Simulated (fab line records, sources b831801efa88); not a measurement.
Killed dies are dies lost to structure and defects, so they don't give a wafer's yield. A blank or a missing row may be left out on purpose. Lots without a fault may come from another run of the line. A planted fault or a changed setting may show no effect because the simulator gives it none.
Chamber matching | flow sfq_line | SFQ_TRILAYER_I5_BARC_OPEN_VIA_ETCH_200 on rie_diel-03: 4 sister chambers
The step etches BARC in O2, target depth 125 nm, time 41.7 s. 4 wafers are shown with their chamber, then 7 later ones without.

WAFERS WITH THEIR CHAMBER
wafer  | chamber | drypump_motor_current_A (A)
L227.3 | 2       | 5.3
L230.1 | 3       | 5.9
L240.1 | 0       | 6.3
L240.2 | 1       | 6.6

WAFERS WITHOUT THEIR CHAMBER
wafer  | drypump_motor_current_A (A)
L240.4 | 5.9
L243.1 | 6.6
L243.2 | 6.3
L243.5 | 5.3
L244.2 | 5.3
L244.3 | 6.3
L244.6 | 5.8

WHICH CHAMBER EACH WENT THROUGH
wafer  | from the rows above | in truth
L240.4 | 3                   | 3
L243.1 | 1                   | 1
L243.2 | 0                   | 0
L243.5 | 2                   | 2
L244.2 | 2                   | 2
L244.3 | 0                   | 0
L244.6 | 3                   | 3
Placed correctly: 7 of 7. Can't be placed from these rows: 0. Placed wrongly: 0.
How it was worked out, from the rows above alone: a wafer's distance from a chamber is the root of the sum, over the readings, of the square of ((its reading less the chamber's mean) divided by the reading's scatter). The wafer belongs to the nearest chamber; if the next one is less than 2 further off, it can't be placed. A chamber's mean is the mean of its shown wafers. The scatter: with one shown wafer a chamber, the root of the mean of the squares of how far each hidden wafer lies from its nearest shown one.
